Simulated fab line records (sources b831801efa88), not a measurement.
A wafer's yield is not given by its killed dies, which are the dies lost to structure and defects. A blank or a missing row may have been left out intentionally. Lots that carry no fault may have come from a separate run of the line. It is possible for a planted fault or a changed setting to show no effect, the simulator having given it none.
fab line records	flow sky130
record lots=5	wafers=23
route steps=708 shown FIELD_ISO@9 NWELL@64 VT_ADJUST_HVTP@91 VT_ADJUST_NCORE@121 POLY_GATE@213 RES_PROTECT@214 LDD_P@259 LDD_HVP@280
startH: the number of hours between the record's first day and the start of the first shown wafer of the lot	waitH: how many hours have passed since the lot's step before this one	" unchanged from the row above	L1.1+2: a row that stands for several wafers	- no value present, or no start provided	* or withheld: withheld	< > ~ a bound
route shown NAME@n: NAME is a module with steps in the file, n the number in the route of the first one	usual: mean/standard deviation taken from wafers without a fault	same: alike in all rows	chamber/n: place in a boat	sites: readings site by site	_std_site: standard deviation across them	_edge_site: the outer-site mean with the inner-site mean subtracted	radiusMm: how far each site lies from the wafer's centre	mask NAME#n: copy n	behind: the tool/chamber that last shaped the wafer	hold: what put the lot on hold/how long, in hours/how the hold closed	device: names the non-switching transistor (n, p or np)	end of line: the same wafers' tests at the end of the route	for a step that has no rows: nothing shown but its recipe	killed: not the wafer's yield, but the dies lost to structure and defects at the first sort	map: shows each die of a wafer: x if killed, . if not, _ if none is there
set.NAME: the setting the step ran with; set.NAME@STEP: the setting that earlier step ran with	model.NAME: the simulator's own value behind a step, which no gauge read
one table per step and one row per wafer, for lots whose settings were changed on purpose
## steps
# step SKY_FIELD_ISO_COAT_08
# recipe resist=KrF-thick	spinRpm=3000	resistThkNm=450
lot.wafer	tool	chamber	startH	waitH	set.spinRpm	model.KrF-thick_of_FIELD_ISO_COAT_08.thkNm
L078.2	lithoTrack-04	0	-	-	3000	448.9
L078.4	"	0	"	"	3000	449.7
L078.6	"	0	"	"	3000	449.1
L079.1	lithoTrack-03	0	-	-	3184	438.5
L079.2	"	0	"	"	3000	449.8
L079.3	"	0	"	"	3000	450.3
L079.5	"	0	"	"	3000	448.7
L079.6	"	0	"	"	3184	436.4
L081.1	lithoTrack-04	0	-	-	3000	450.6
L081.2	"	0	"	"	3000	450.3
L081.3	"	0	"	"	3000	450.2
L081.5	"	0	"	"	3000	451.2
L081.6	"	0	"	"	3000	448.7
L082.1	lithoTrack-01	0	-	-	3221	437.6
L082.3	"	0	"	"	3221	438.4
L082.4	"	0	"	"	3000	453.8
L082.5	"	0	"	"	3000	453.1
L082.6	"	0	"	"	3221	437.2
L084.1+2	lithoTrack-01	0	-	-	2899	459.4
L084.3	"	0	"	"	3000	452.4
L084.5	"	0	"	"	3000	451.1
L084.6	"	0	"	"	2899	460.7
# step SKY_FIELD_ISO_ETCH_14
# recipe chemistry=N2/H2	target=BARC	ionEnergyEv=200	sourceW=500	biasW=100	pressureMtorr=30	n2FlowSccm=100	h2FlowSccm=200	stopOn=SiO2	timeS=45.9	targetDepthA=600
lot.wafer	tool	chamber	startH	waitH	set.sourceW
L078.2+4+6	rieDiel-01	2,2,3	50.44	0.1	500
L079.1+2+5	rieDiel-01	1,0,0	55.11	0.1	500
L079.3+6	"	2,3	"	"	517.5
L081.1+2+5	rieDiel-02	3,0,2	66.31	0.1	500
L081.3+6	"	2,3	"	"	478.9
L082.1+5+6	rieDiel-04	2,1,0	71.14	0.1	517.4
L082.3+4	"	1,0	"	"	500
L084.1+2+5	rieDiel-04	3,2,2	80.89	0.1	500
L084.3+6	"	1,3	"	"	483.6
# step SKY_FIELD_ISO_ETCH_15
# recipe chemistry=CHF3/O2	targetDepthNm=180	stopOn=Si	sourceW=600	biasW=200	pressureMtorr=40	chf3FlowSccm=50	O2_flow_sccm=5	timeS=72
lot.wafer	tool	chamber	startH	waitH	set.spinRpm@FIELD_ISO_COAT_08	model.KrF-thick_of_FIELD_ISO_COAT_08.thkNm
L078.2	rieDiel-01	2	50.48	0.0	3000	229.3
L078.4	"	2	"	"	3000	229.8
L078.6	"	3	"	"	3000	233.2
L079.1	rieDiel-01	1	55.15	0.0	3184	223.5
L079.2	"	0	"	"	3000	234.6
L079.3	"	2	"	"	3000	227.5
L079.5	"	0	"	"	3000	233.1
L079.6	"	3	"	"	3184	219.7
L081.1	rieDiel-02	3	66.35	0.0	3000	229.7
L081.2	"	0	"	"	3000	238.2
L081.3	"	2	"	"	3000	240.5
L081.5	"	2	"	"	3000	239.4
L081.6	"	3	"	"	3000	230.7
L082.1	rieDiel-04	2	71.18	0.0	3221	222.9
L082.3	"	1	"	"	3221	225.7
L082.4	"	0	"	"	3000	239.2
L082.5	"	1	"	"	3000	238.8
L082.6	"	0	"	"	3221	223.2
L084.1+2	rieDiel-04	3,2	80.93	0.0	2899	244
L084.3	"	1	"	"	3000	237.5
L084.5	"	2	"	"	3000	234.1
L084.6	"	3	"	"	2899	245.4
# step SKY_NWELL_IMPLANT_11
# recipe species=P	energyKev=400	doseCm2=1.9e+13	tiltDeg=withheld
lot.wafer	tool	chamber	startH	waitH	set.doseCm2
L078.2+4+6	implanter-02	0	112.26	0.0	1.9e+13
L079.1+2+3	implanter-04	0	116.49	0.0	1.9e+13
L079.5+6	"	0	"	"	1.778e+13
L081.1+2+6	implanter-04	0	134.26	0.0	1.9e+13
L081.3+5	"	0	"	"	1.941e+13
L082.1+6	implanter-02	0	138.11	0.0	1.845e+13
L082.3+4+5	"	0	"	"	1.9e+13
L084.1+5+6	implanter-04	0	146.91	0.0	1.766e+13
L084.2+3	"	0	"	"	1.9e+13
# step SKY_NWELL_IMPLANT_12
# recipe species=P	energyKev=120	doseCm2=1.3e+12	tiltDeg=withheld
# step SKY_NWELL_IMPLANT_13
# recipe species=P	energyKev=50	doseCm2=7e+11	tiltDeg=withheld
# step SKY_NWELL_CLEAN_27
# recipe chemistry=SC1/SC2	mix=1:4:20	tempC=70	timeS=150	dry=n2Spin
# step SKY_NWELL_RTA_28
# recipe tempC=1050	timeS=30	idleTempC=650	rampUpCPerS=150	rampDownCPerS=90	ambient=N2
# step SKY_NWELL_RS_MEAS_29
# recipe thkMeasGauge=four-point-probe
# usual NWELL_RS=624.3/1.4
lot.wafer	tool	chamber	startH	waitH	set.doseCm2@NWELL_IMPLANT_11	NWELL_RS[ohm/sq]
L078.2	filmMetro-02	-	132.45	0.1	1.9e+13	624.3
L078.4	"	-	"	"	1.9e+13	626.0
L078.6	"	-	"	"	1.9e+13	626.0
L079.1	filmMetro-02	-	136.87	0.1	1.9e+13	623.2
L079.2	"	-	"	"	1.9e+13	625.3
L079.3	"	-	"	"	1.9e+13	624.6
L079.5	"	-	"	"	1.778e+13	648.0
L079.6	"	-	"	"	1.778e+13	644.9
L081.1	filmMetro-04	-	154.12	0.1	1.9e+13	624.7
L081.2	"	-	"	"	1.9e+13	623.8
L081.3	"	-	"	"	1.941e+13	617.5
L081.5	"	-	"	"	1.941e+13	617.3
L081.6	"	-	"	"	1.9e+13	623.9
L082.1	filmMetro-02	-	158.92	0.1	1.845e+13	634.4
L082.3	"	-	"	"	1.9e+13	623.6
L082.4	"	-	"	"	1.9e+13	623.8
L082.5	"	-	"	"	1.9e+13	624.1
L082.6	"	-	"	"	1.845e+13	633.7
L084.1	filmMetro-01	-	166.33	0.1	1.766e+13	649.4
L084.2	"	-	"	"	1.9e+13	625.0
L084.3	"	-	"	"	1.9e+13	623.9
L084.5	"	-	"	"	1.766e+13	648.0
L084.6	"	-	"	"	1.766e+13	651.4
# step SKY_VT_ADJUST_HVTP_DEVELOP_06
# recipe resist=NOVOLAK	developer=TMAH	developTimeS=60	devTempC=23
lot.wafer	tool	chamber	startH	waitH	set.developTimeS
L078.2+4+6	lithoTrack-01	0	151.50	0.1	60
L079.1+5+6	lithoTrack-01	0	156.62	0.1	51.05
L079.2+3	"	0	"	"	60
L081.1+3+6	lithoTrack-01	0	173.52	0.1	60
L081.2+5	"	0	"	"	65.93
L082.1+5	lithoTrack-04	0	178.89	0.1	60
L082.3+4+6	"	0	"	"	57.25
L084.1+3+5	lithoTrack-04	0	186.14	0.1	53.96
L084.2+6	"	0	"	"	60
# step SKY_VT_ADJUST_HVTP_CD_MEAS_07
# recipe targetCdNm=380
# usual cdNm=380.0/2.2
lot.wafer	tool	chamber	startH	waitH	set.developTimeS@VT_ADJUST_HVTP_DEVELOP_06	cdNm
L078.2	cdSem-02	-	151.64	0.1	60	383.1
L078.4	"	-	"	"	60	383.0
L078.6	"	-	"	"	60	381.7
L079.1	cdSem-01	-	156.77	0.1	51.05	364.5
L079.2	"	-	"	"	60	382.0
L079.3	"	-	"	"	60	380.4
L079.5	"	-	"	"	51.05	363.1
L079.6	"	-	"	"	51.05	362.8
L081.1	cdSem-01	-	173.67	0.1	60	374.7
L081.2	"	-	"	"	65.93	384.4
L081.3	"	-	"	"	60	375.4
L081.5	"	-	"	"	65.93	383.8
L081.6	"	-	"	"	60	375.6
L082.1	cdSem-02	-	179.04	0.1	60	383.3
L082.3	"	-	"	"	57.25	375.6
L082.4	"	-	"	"	57.25	378.0
L082.5	"	-	"	"	60	380.8
L082.6	"	-	"	"	57.25	378.5
L084.1	cdSem-01	-	186.29	0.1	53.96	372.1
L084.2	"	-	"	"	60	383.6
L084.3	"	-	"	"	53.96	370.4
L084.5	"	-	"	"	53.96	371.2
L084.6	"	-	"	"	60	381.6
# step SKY_VT_ADJUST_HVTP_IMPLANT_09
# recipe species=As	energyKev=150	doseCm2=4.3e+12	tiltDeg=withheld
lot.wafer	tool	chamber	startH	waitH	set.energyKev	model.implant.rpNm	model.implant.drpNm
L078.2+4+6	implanter-02	0	151.80	0.0	150	86.74	33.4
L079.1+2	implanter-03	0	156.93	0.0	157.3	85.16	34.75
L079.3+5+6	"	0	"	"	150	81.44	33.4
L081.1+3+5	implanter-02	0	173.83	0.0	145.7	80.22	32.64
L081.2+6	"	0	"	"	150	82.49	33.4
L082.1+4	implanter-03	0	179.19	0.0	150	83.45	33.4
L082.3+5+6	"	0	"	"	152.4	84.71	33.84
L084.1+2	implanter-01	0	186.44	0.0	144.5	82.49	32.43
L084.3+5+6	"	0	"	"	150	85.5	33.4
# step SKY_VT_ADJUST_HVTP_STRIP_10
# recipe chemistry=O2/N2	powerW=1400	pressureMtorr=1500	platenTempC=withheld	o2FlowSccm=3000	n2FlowSccm=300	overashFraction=0.5
# step SKY_VT_ADJUST_HVTP_TW_MEAS_11
# usual VT_ADJUST_HVTP_TW=1352/6
lot.wafer	tool	chamber	startH	waitH	set.energyKev@VT_ADJUST_HVTP_IMPLANT_09	VT_ADJUST_HVTP_TW
L078.2	filmMetro-01	-	152.04	0.1	150	1348
L078.4	"	-	"	"	150	1358
L078.6	"	-	"	"	150	1355
L079.1	filmMetro-02	-	157.18	0.1	157.3	1378
L079.2	"	-	"	"	157.3	1377
L079.3	"	-	"	"	150	1354
L079.5	"	-	"	"	150	1359
L079.6	"	-	"	"	150	1348
L081.1	filmMetro-02	-	174.08	0.1	145.7	1341
L081.2	"	-	"	"	150	1342
L081.3	"	-	"	"	145.7	1333
L081.5	"	-	"	"	145.7	1338
L081.6	"	-	"	"	150	1344
L082.1	filmMetro-01	-	179.44	0.1	150	1345
L082.3	"	-	"	"	152.4	1354
L082.4	"	-	"	"	150	1343
L082.5	"	-	"	"	152.4	1347
L082.6	"	-	"	"	152.4	1351
L084.1	filmMetro-03	-	186.69	0.1	144.5	1333
L084.2	"	-	"	"	144.5	1347
L084.3	"	-	"	"	150	1360
L084.5	"	-	"	"	150	1359
L084.6	"	-	"	"	150	1353
# step SKY_VT_ADJUST_NCORE_COAT_02
# recipe resist=NOVOLAK	spinRpm=3000	resistThkNm=1140
lot.wafer	tool	chamber	startH	waitH	set.spinRpm	model.NOVOLAK_of_VT_ADJUST_NCORE_COAT_02.thkNm
L078.2	lithoTrack-03	0	202.10	0.1	3000	1144
L078.4	"	0	"	"	3000	1143
L078.6	"	0	"	"	3000	1141
L079.1	lithoTrack-03	0	208.07	0.1	3094	1115
L079.2	"	0	"	"	3094	1120
L079.3	"	0	"	"	3094	1116
L079.5	"	0	"	"	3000	1136
L079.6	"	0	"	"	3000	1134
L081.1	lithoTrack-02	0	226.00	0.1	3000	1140
L081.2+6	"	0	"	"	3000	1139
L081.3+5	"	0	"	"	3000	1143
L082.1	lithoTrack-02	0	231.80	0.1	3000	1143
L082.3	"	0	"	"	3000	1139
L082.4	"	0	"	"	2918	1157
L082.5	"	0	"	"	3000	1140
L082.6	"	0	"	"	2918	1156
L084.1	lithoTrack-03	0	240.02	0.1	3000	1138
L084.2+5	"	0	"	"	3223	1102
L084.3	"	0	"	"	3000	1141
L084.6	"	0	"	"	3223	1101
# step SKY_VT_ADJUST_NCORE_EXPOSE_04
# recipe maskId=LVTN_COMPLEMENT_THIN	na=0.6	sourceShape=conventional	sigmaOuter=0.6	polarization=unpolarized	targetCdNm=380	doseMj=139
lot.wafer	tool	chamber	startH	waitH	mask	set.doseMj
L078.2+4+6	ilineStepper-02	0	-	-	LVTN_COMPLEMENT_THIN#0	139
L079.1+2+6	ilineStepper-01	0	-	-	LVTN_COMPLEMENT_THIN#0	135.9
L079.3+5	"	0	"	"	LVTN_COMPLEMENT_THIN#0	139
L081.1+5	ilineStepper-02	0	-	-	LVTN_COMPLEMENT_THIN#0	139
L081.2+3+6	"	0	"	"	LVTN_COMPLEMENT_THIN#0	135.5
L082.1+4+6	ilineStepper-01	0	-	-	LVTN_COMPLEMENT_THIN#0	139
L082.3+5	"	0	"	"	LVTN_COMPLEMENT_THIN#0	147.5
L084.1+2+3+5+6	ilineStepper-02	0	-	-	LVTN_COMPLEMENT_THIN#0	139
# step SKY_VT_ADJUST_NCORE_PEB_05
# recipe tempC=withheld	timeS=*	resist=NOVOLAK
# step SKY_VT_ADJUST_NCORE_DEVELOP_06
# recipe resist=NOVOLAK	developer=TMAH	developTimeS=57.71	devTempC=23
lot.wafer	tool	chamber	startH	waitH	set.doseMj@VT_ADJUST_NCORE_EXPOSE_04	model.VT_ADJUST_NCORE.cdNm
L078.2	lithoTrack-04	0	212.56	0.1	139	382.2
L078.4+6	"	0	"	"	139	378.5
L079.1	lithoTrack-02	0	219.45	0.1	135.9	376
L079.2	"	0	"	"	135.9	375.3
L079.3	"	0	"	"	139	384.3
L079.5	"	0	"	"	139	383.6
L079.6	"	0	"	"	135.9	373.7
L081.1	lithoTrack-02	0	236.90	0.1	139	378.4
L081.2	"	0	"	"	135.5	374.5
L081.3	"	0	"	"	135.5	372.6
L081.5	"	0	"	"	139	379.7
L081.6	"	0	"	"	135.5	373.2
L082.1	lithoTrack-03	0	243.52	0.1	139	377.3
L082.3	"	0	"	"	147.5	394.2
L082.4	"	0	"	"	139	375.9
L082.5	"	0	"	"	147.5	395.1
L082.6	"	0	"	"	139	379.6
L084.1	lithoTrack-02	0	250.95	0.1	139	379.2
L084.2	"	0	"	"	139	381.3
L084.3	"	0	"	"	139	376.2
L084.5	"	0	"	"	139	382.8
L084.6	"	0	"	"	139	379.7
# step SKY_VT_ADJUST_NCORE_CD_MEAS_07
# recipe targetCdNm=380
# usual cdNm=378.9/2.6
lot.wafer	tool	chamber	startH	waitH	set.doseMj@VT_ADJUST_NCORE_EXPOSE_04	cdNm
L078.2	cdSem-02	-	212.71	0.1	139	382.2
L078.4	"	-	"	"	139	378.8
L078.6	"	-	"	"	139	378.6
L079.1	cdSem-02	-	219.60	0.1	135.9	375.9
L079.2	"	-	"	"	135.9	375.5
L079.3	"	-	"	"	139	384.6
L079.5	"	-	"	"	139	383.6
L079.6	"	-	"	"	135.9	373.4
L081.1	cdSem-01	-	237.05	0.1	139	378.3
L081.2	"	-	"	"	135.5	374.3
L081.3	"	-	"	"	135.5	372.6
L081.5	"	-	"	"	139	379.7
L081.6	"	-	"	"	135.5	373.1
L082.1	cdSem-01	-	243.67	0.1	139	377.4
L082.3	"	-	"	"	147.5	394.2
L082.4	"	-	"	"	139	376.1
L082.5	"	-	"	"	147.5	394.7
L082.6	"	-	"	"	139	379.6
L084.1	cdSem-01	-	251.10	0.1	139	379.2
L084.2	"	-	"	"	139	381.4
L084.3	"	-	"	"	139	376.1
L084.5	"	-	"	"	139	382.7
L084.6	"	-	"	"	139	379.5
# step SKY_VT_ADJUST_NCORE_IMPLANT_09
# recipe species=B	energyKev=10	doseCm2=2.4e+12	tiltDeg=withheld
# step SKY_VT_ADJUST_NCORE_STRIP_10
# recipe chemistry=O2/N2	powerW=1400	pressureMtorr=1500	platenTempC=withheld	o2FlowSccm=3000	n2FlowSccm=300	overashFraction=0.5
# usual stripTimeToEndpointS=14.19/0.042
lot.wafer	tool	chamber	startH	waitH	set.spinRpm@VT_ADJUST_NCORE_COAT_02	stripTimeToEndpointS
L078.2	plasmaAsher-02	0	212.99	0.1	3000	14.24
L078.4	"	0	"	"	3000	14.20
L078.6	"	0	"	"	3000	14.17
L079.1	plasmaAsher-02	0	219.91	0.1	3094	13.89
L079.2	"	1	"	"	3094	13.95
L079.3	"	1	"	"	3094	13.91
L079.5	"	0	"	"	3000	14.13
L079.6	"	1	"	"	3000	14.11
L081.1	plasmaAsher-04	0	237.36	0.1	3000	14.17
L081.2	"	1	"	"	3000	14.16
L081.3	"	0	"	"	3000	14.20
L081.5	"	0	"	"	3000	14.21
L081.6	"	1	"	"	3000	14.16
L082.1	plasmaAsher-02	0	243.98	0.1	3000	14.20
L082.3	"	1	"	"	3000	14.18
L082.4	"	0	"	"	2918	14.35
L082.5	"	1	"	"	3000	14.18
L082.6	"	0	"	"	2918	14.32
L084.1	plasmaAsher-02	1	251.41	0.1	3000	14.14
L084.2	"	0	"	"	3223	13.72
L084.3	"	1	"	"	3000	14.18
L084.5	"	0	"	"	3223	13.73
L084.6	"	1	"	"	3223	13.70
# step SKY_POLY_GATE_IMPLANT_02
# recipe species=P	energyKev=30	doseCm2=7.7e+15	tiltDeg=0
lot.wafer	tool	chamber	startH	waitH	set.energyKev	model.implant.rpNm	model.implant.drpNm
L078.2+4+6	implanter-04	0	373.45	0.1	30	35.99	16.6
L079.1+3+6	implanter-02	0	383.37	0.1	28.68	35.67	16.16
L079.2+5	"	0	"	"	30	36.77	16.6
L081.1+2+5	implanter-02	0	406.99	0.1	30	38.42	16.6
L081.3+6	"	0	"	"	28.87	37.43	16.22
L082.1+3+5	implanter-04	0	415.59	0.1	31.58	39.27	17.33
L082.4+6	"	0	"	"	30	37.4	16.6
L084.1+2+3+5+6	implanter-02	0	426.34	0.1	30	36.42	16.6
# step SKY_RES_PROTECT_STRIP_07
# recipe chemistry=O2/N2	powerW=1400	pressureMtorr=1500	platenTempC=withheld	o2FlowSccm=3000	n2FlowSccm=300	overashFraction=0.5
# usual stripTimeToEndpointS=23.26/0.037
lot.wafer	tool	chamber	startH	waitH	set.energyKev@POLY_GATE_IMPLANT_02	stripTimeToEndpointS
L078.2	plasmaAsher-03	1	373.57	0.1	30	23.21
L078.4	"	1	"	"	30	23.26
L078.6	"	1	"	"	30	23.24
L079.1	plasmaAsher-02	1	383.52	0.1	28.68	22.87
L079.2	"	0	"	"	30	23.27
L079.3	"	0	"	"	28.68	22.85
L079.5	"	1	"	"	30	23.22
L079.6	"	0	"	"	28.68	22.85
L081.1	plasmaAsher-01	1	407.14	0.1	30	23.22
L081.2	"	0	"	"	30	23.26
L081.3	"	1	"	"	28.87	22.89
L081.5	"	0	"	"	30	23.24
L081.6	"	1	"	"	28.87	22.92
L082.1	plasmaAsher-01	0	415.74	0.1	31.58	23.75
L082.3	"	0	"	"	31.58	23.76
L082.4	"	1	"	"	30	23.28
L082.5	"	0	"	"	31.58	23.70
L082.6	"	1	"	"	30	23.26
L084.1	plasmaAsher-03	1	426.49	0.1	30	23.30
L084.2	"	0	"	"	30	23.32
L084.3	"	1	"	"	30	23.28
L084.5	"	0	"	"	30	23.27
L084.6	"	1	"	"	30	23.26
# step SKY_LDD_P_EXPOSE_04
# recipe maskId=PSDM	na=0.6	sourceShape=conventional	sigmaOuter=0.6	polarization=unpolarized	targetCdNm=380	doseMj=138
lot.wafer	tool	chamber	startH	waitH	mask	set.doseMj
L078.2+4+6	ilineStepper-01	0	-	-	PSDM#0	138
L079.1+2+5	ilineStepper-01	0	-	-	PSDM#0	147.4
L079.3+6	"	0	"	"	PSDM#0	138
L081.1+3	ilineStepper-02	0	-	-	PSDM#0	138
L081.2+5+6	"	0	"	"	PSDM#0	131.3
L082.1+3+4+5+6	ilineStepper-02	0	-	-	PSDM#0	138
L084.1+5	ilineStepper-01	0	-	-	PSDM#0	141.3
L084.2+3+6	"	0	"	"	PSDM#0	138
# step SKY_LDD_P_PEB_05
# recipe tempC=withheld	timeS=*	resist=NOVOLAK
# step SKY_LDD_P_DEVELOP_06
# recipe resist=NOVOLAK	developer=TMAH	developTimeS=60	devTempC=23
# step SKY_LDD_P_CD_MEAS_07
# recipe targetCdNm=380
# usual cdNm=381.6/2.8
lot.wafer	tool	chamber	startH	waitH	set.doseMj@LDD_P_EXPOSE_04	cdNm
L078.2	cdSem-02	-	470.94	0.1	138	381.0
L078.4	"	-	"	"	138	383.6
L078.6	"	-	"	"	138	382.7
L079.1	cdSem-01	-	485.17	0.1	147.4	399.2
L079.2	"	-	"	"	147.4	398.8
L079.3	"	-	"	"	138	382.0
L079.5	"	-	"	"	147.4	401.9
L079.6	"	-	"	"	138	381.0
L081.1	cdSem-01	-	504.87	0.1	138	380.8
L081.2	"	-	"	"	131.3	366.2
L081.3	"	-	"	"	138	381.5
L081.5	"	-	"	"	131.3	364.1
L081.6	"	-	"	"	131.3	366.0
L082.1	cdSem-01	-	513.62	0.1	138	383.9
L082.3	"	-	"	"	138	382.9
L082.4	"	-	"	"	138	381.9
L082.5	"	-	"	"	138	385.0
L082.6	"	-	"	"	138	382.1
L084.1	cdSem-02	-	527.90	0.1	141.3	389.8
L084.2	"	-	"	"	138	382.6
L084.3	"	-	"	"	138	385.3
L084.5	"	-	"	"	141.3	390.1
L084.6	"	-	"	"	138	381.3
# step SKY_LDD_HVP_COAT_02
# recipe resist=NOVOLAK	spinRpm=3000	resistThkNm=300
lot.wafer	tool	chamber	startH	waitH	set.spinRpm	model.NOVOLAK_of_LDD_HVP_COAT_02.thkNm
L078.2+6	lithoTrack-01	0	518.89	0.1	3000	299.4
L078.4	"	0	"	"	3000	299.6
L079.1+5	lithoTrack-01	0	532.07	0.1	3000	300.7
L079.2	"	0	"	"	3086	296.9
L079.3	"	0	"	"	3086	296.3
L079.6	"	0	"	"	3086	297
L081.1	lithoTrack-02	0	551.45	0.1	3098	296.9
L081.2	"	0	"	"	3098	295
L081.3	"	0	"	"	3000	300.8
L081.5	"	0	"	"	3098	295.9
L081.6	"	0	"	"	3000	300.1
L082.1	lithoTrack-04	0	559.54	0.1	3101	296.7
L082.3	"	0	"	"	3000	301.1
L082.4	"	0	"	"	3101	297.4
L082.5	"	0	"	"	3000	301.8
L082.6	"	0	"	"	3000	302.3
L084.1	lithoTrack-04	0	573.09	0.1	3000	301.3
L084.2	"	0	"	"	2907	306.1
L084.3+5	"	0	"	"	3000	301.9
L084.6	"	0	"	"	2907	306.9
## key
split step=SKY_FIELD_ISO_COAT_08	setting=spinRpm	stated=3000	by=wafer
response step=SKY_FIELD_ISO_COAT_08	reading=model.KrF-thick_of_FIELD_ISO_COAT_08.thkNm	change=-2.11	per=1%	r=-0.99
response step=SKY_FIELD_ISO_ETCH_15	reading=model.KrF-thick_of_FIELD_ISO_COAT_08.thkNm	change=-1.96	per=1%	r=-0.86
split step=SKY_FIELD_ISO_ETCH_14	setting=sourceW	stated=500	by=wafer
response none clear
split step=SKY_NWELL_IMPLANT_11	setting=doseCm2	stated=1.9e+13	by=wafer
response step=SKY_NWELL_RS_MEAS_29	reading=NWELL_RS	change=-3.5	per=1%	r=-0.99
split step=SKY_VT_ADJUST_HVTP_DEVELOP_06	setting=developTimeS	stated=60	by=wafer
response step=SKY_VT_ADJUST_HVTP_CD_MEAS_07	reading=cdNm	change=+1.1	per=1%	r=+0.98
split step=SKY_VT_ADJUST_HVTP_IMPLANT_09	setting=energyKev	stated=150	by=wafer
response step=SKY_VT_ADJUST_HVTP_IMPLANT_09	reading=model.implant.rpNm	change=+0.787	per=1%	r=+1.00
response step=SKY_VT_ADJUST_HVTP_IMPLANT_09	reading=model.implant.drpNm	change=+0.272	per=1%	r=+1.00
response step=SKY_VT_ADJUST_HVTP_TW_MEAS_11	reading=VT_ADJUST_HVTP_TW	change=+4.31	per=1%	r=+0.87
split step=SKY_VT_ADJUST_NCORE_COAT_02	setting=spinRpm	stated=3000	by=wafer
response step=SKY_VT_ADJUST_NCORE_COAT_02	reading=model.NOVOLAK_of_VT_ADJUST_NCORE_COAT_02.thkNm	change=-5.23	per=1%	r=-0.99
response step=SKY_VT_ADJUST_NCORE_STRIP_10	reading=stripTimeToEndpointS	change=*	per=1%	r=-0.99
split step=SKY_VT_ADJUST_NCORE_EXPOSE_04	setting=doseMj	stated=139	by=wafer
response step=SKY_VT_ADJUST_NCORE_DEVELOP_06	reading=model.VT_ADJUST_NCORE.cdNm	change=+2.84	per=1%	r=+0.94
response step=SKY_VT_ADJUST_NCORE_CD_MEAS_07	reading=cdNm	change=+2.82	per=1%	r=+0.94
split step=SKY_POLY_GATE_IMPLANT_02	setting=energyKev	stated=30	by=wafer
response step=SKY_POLY_GATE_IMPLANT_02	reading=model.implant.rpNm	change=+0.3	per=1%	r=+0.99
response step=SKY_POLY_GATE_IMPLANT_02	reading=model.implant.drpNm	change=+0.118	per=1%	r=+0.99
response step=SKY_RES_PROTECT_STRIP_07	reading=stripTimeToEndpointS	change=*	per=1%	r=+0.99
split step=SKY_LDD_P_EXPOSE_04	setting=doseMj	stated=138	by=wafer
response step=SKY_LDD_P_CD_MEAS_07	reading=cdNm	change=+2.88	per=1%	r=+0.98
split step=SKY_LDD_HVP_COAT_02	setting=spinRpm	stated=3000	by=wafer
response step=SKY_LDD_HVP_COAT_02	reading=model.NOVOLAK_of_LDD_HVP_COAT_02.thkNm	change=-1.42	per=1%	r=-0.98
